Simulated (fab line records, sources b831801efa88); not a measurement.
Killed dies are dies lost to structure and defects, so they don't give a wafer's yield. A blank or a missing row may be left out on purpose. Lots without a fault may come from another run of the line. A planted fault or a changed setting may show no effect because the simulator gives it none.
Tool commonality check | flow gf180mcu | 11 lots, 39 wafers sampled

WHY IT WAS OPENED
At GF_HV_LDD_TW_MEAS_38 the reading HV_LDD_3_TW is flagged on 2 of 11 lots. Wafers without a fault read 1426, standard deviation 13.
Rule: a lot is flagged when every wafer of it that has a number lies more than 4 standard deviations from that mean, or none has a number. The other lots count as sound.

lot  | measured     | on            | HV_LDD_3_TW, wafer by wafer   | flag
L649 | day 11 15:36 | film_metro-01 | 1426 1427 1417                |
L650 | day 11 21:27 | film_metro-01 | 1421 1426 1422                |
L651 | day 11 23:04 | film_metro-02 | 1441 1440 1447                |
L652 | day 12 13:06 | film_metro-01 | 1429 1430 1426                |
L653 | day 12 19:14 | film_metro-04 | 1418 1415 1419                |
L656 | day 14 00:20 | film_metro-02 | 1439 1436 1437                |
L662 | day 15 12:20 | film_metro-04 | 1318 1312 1325 1321 1322 1325 | FLAGGED
L663 | day 15 22:35 | film_metro-01 | 1425 1433 1432                |
L666 | day 16 19:46 | film_metro-04 | 1319 1314 1323 1324 1320 1325 | FLAGGED
L669 | day 17 16:11 | film_metro-04 | 1416 1411 1416                |
L670 | day 18 00:40 | film_metro-04 | 1428 1429 1426                |
The numbers of the flagged lots are 1321 on average: -105 against the usual, or -8 standard deviations.

WHICH TOOL RAN EACH LOT
The record holds 2 process steps before the reading, out of a route of 602 steps. In each cell: the tool, then ch and the chambers that the sampled wafers went through, then the start.
lot  | flag    | GF_POLY_GATE_ETCH_12               | GF_HV_LDD_IMPLANT_33
L649 |         | rie_diel-01 ch 0,2,3, day 9 08:29  | implanter-02 ch 0, day 11 14:54
L650 |         | rie_diel-02 ch 0,1,2, day 9 14:35  | implanter-01 ch 0, day 11 20:46
L651 |         | rie_diel-02 ch 1,2,3, day 9 16:11  | implanter-02 ch 0, day 11 22:24
L652 |         | rie_diel-04 ch 0,1, day 10 01:14   | implanter-03 ch 0, day 12 12:25
L653 |         | rie_diel-01 ch 2,3, day 10 06:10   | implanter-02 ch 0, day 12 18:32
L656 |         | rie_diel-01 ch 1,2, day 11 12:28   | implanter-03 ch 0, day 13 23:38
L662 | FLAGGED | rie_diel-01 ch 0,1,3, day 12 20:46 | implanter-02 ch 0, day 15 11:38
L663 |         | rie_diel-04 ch 0,2,3, day 13 05:43 | implanter-01 ch 0, day 15 21:55
L666 | FLAGGED | rie_diel-01 ch 0,2,3, day 14 01:28 | implanter-02 ch 0, day 16 19:07
L669 |         | rie_diel-01 ch 0,3, day 14 20:41   | implanter-01 ch 0, day 17 15:31
L670 |         | rie_diel-01 ch 0,2,3, day 15 04:34 | implanter-01 ch 0, day 17 23:58
What these steps do:
- GF_POLY_GATE_ETCH_12: etches BARC in N2/H2.
- GF_HV_LDD_IMPLANT_33
- GF_HV_LDD_TW_MEAS_38

FLAGGED OVER TOTAL, TOOL BY TOOL (the gauges that took the reading come last)
step                 | tool          | lots run | flagged | share of the flagged lots | sound lots run after its first flagged lot
GF_POLY_GATE_ETCH_12 | rie_diel-01   | 7        | 2       | all                       | 2 (L669,L670)
GF_POLY_GATE_ETCH_12 | rie_diel-02   | 2        | 0       | none                      | -
GF_POLY_GATE_ETCH_12 | rie_diel-04   | 2        | 0       | none                      | -
GF_HV_LDD_IMPLANT_33 | implanter-01  | 4        | 0       | none                      | -
GF_HV_LDD_IMPLANT_33 | implanter-02  | 5        | 2       | all                       | 0
GF_HV_LDD_IMPLANT_33 | implanter-03  | 2        | 0       | none                      | -
GF_HV_LDD_TW_MEAS_38 | film_metro-01 | 4        | 0       | none                      | -
GF_HV_LDD_TW_MEAS_38 | film_metro-02 | 2        | 0       | none                      | -
GF_HV_LDD_TW_MEAS_38 | film_metro-04 | 5        | 2       | all                       | 2 (L669,L670)

WHAT THE TABLE ALLOWS
3 rows of the table ran every flagged lot: rie_diel-01 at GF_POLY_GATE_ETCH_12, implanter-02 at GF_HV_LDD_IMPLANT_33, film_metro-04 at GF_HV_LDD_TW_MEAS_38.
- rie_diel-01 at GF_POLY_GATE_ETCH_12: 2 of its 7 lots flagged. Sound lots ran on it after the first flagged one (L669, L670), which a lasting fault on the whole tool wouldn't allow.
- implanter-02 at GF_HV_LDD_IMPLANT_33: 2 of its 5 lots flagged. Its last sound lot is L653 (day 12 18:32), its first flagged lot L662 (day 15 11:38): a fault that began between those two fits. Its own readings lie more than 4 standard deviations out on every wafer of the flagged lots: dose_ions_cm2, faraday_current_uA.
- film_metro-04 at GF_HV_LDD_TW_MEAS_38: 2 of its 5 lots flagged. Sound lots ran on it after the first flagged one (L669, L670), which a lasting fault on the whole tool wouldn't allow.
One tool is left: implanter-02 at GF_HV_LDD_IMPLANT_33.

WHAT THE SIMULATOR HAD PUT IN
Process parameter drift: implanter-02, from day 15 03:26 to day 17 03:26, at GF_HV_LDD_IMPLANT_33. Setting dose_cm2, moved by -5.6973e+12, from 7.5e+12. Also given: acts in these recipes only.
Lots struck among those shown: L662, L666. The rule above found the same.
